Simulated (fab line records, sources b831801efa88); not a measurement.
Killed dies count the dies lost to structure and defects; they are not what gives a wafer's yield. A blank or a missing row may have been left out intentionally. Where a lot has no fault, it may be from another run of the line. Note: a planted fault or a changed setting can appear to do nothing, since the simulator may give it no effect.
Which tool did it? -- flow gf180mcu -- 18 wafers from 6 lots sampled at 2 of the route's 602 steps

== WHAT THE GAUGES SHOWED, per wafer ==
GF_NWELL_TW_MEAS_11.
lot,measured,on,NWELL_TW
L954,day 3 16:22,film-metro-02,1535 1537 1551
L956,day 4 00:37,film-metro-04,1595 1588 1609
L960,day 4 23:23,film-metro-01,1556 1558 1563
L962,day 5 09:31,film-metro-04,1600 1595 1605
L972,day 7 15:28,film-metro-02,1399 1404 1392
L975,day 8 07:55,film-metro-02,1555 1555 1561

== WHICH TOOL RAN EACH LOT (tool, then ch and the chambers of the sampled wafers, then the start) ==
lot,GF_NWELL_IMPLANT_08
L954,"implanter-01 ch 0, day 3 15:58"
L956,"implanter-01 ch 0, day 4 00:15"
L960,"implanter-02 ch 0, day 4 23:01"
L962,"implanter-02 ch 0, day 5 09:07"
L972,"implanter-02 ch 0, day 7 15:05"
L975,"implanter-01 ch 0, day 8 07:31"
- GF_NWELL_IMPLANT_08

== THE ANSWER, worked out from the rows above alone ==
Rule: usual is defined by the lots themselves. Put in order of their means at a reading, lots are off if they are a third of the lots or fewer, leave a main group of 4 or more, and stand apart from it by a gap of 3 or more times the standard deviation of the main group's means; of several such gaps the widest counts. If all means in a main group match to the digits the tables above print for the reading, that group is not used. A lot without any number at a reading at which 4 lots or more have one is off too. All remaining lots with rows at the step are treated as sound.
Off: L972, seen at GF_NWELL_TW_MEAS_11 (NWELL_TW). For the main group the mean is 1571 and the standard deviation 24.
If a tool, at a process step before that reading, ran all the lots that are off and no sound lot after the first of them, it fits. Gauges at GF_NWELL_TW_MEAS_11: tried the same way as those tools. One candidate fits, namely implanter-02 at GF_NWELL_IMPLANT_08. A fault onset in the window from L962 (day 5 09:07, its last sound lot) to L972 (day 7 15:05, its first lot off) fits.

== WHAT HAD BEEN PUT IN BY THE SIMULATOR ==
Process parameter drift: implanter-02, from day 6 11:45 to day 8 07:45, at GF_NWELL_IMPLANT_08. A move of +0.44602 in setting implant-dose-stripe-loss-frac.
Lots struck among those shown: L972. The rule given above showed the same thing.
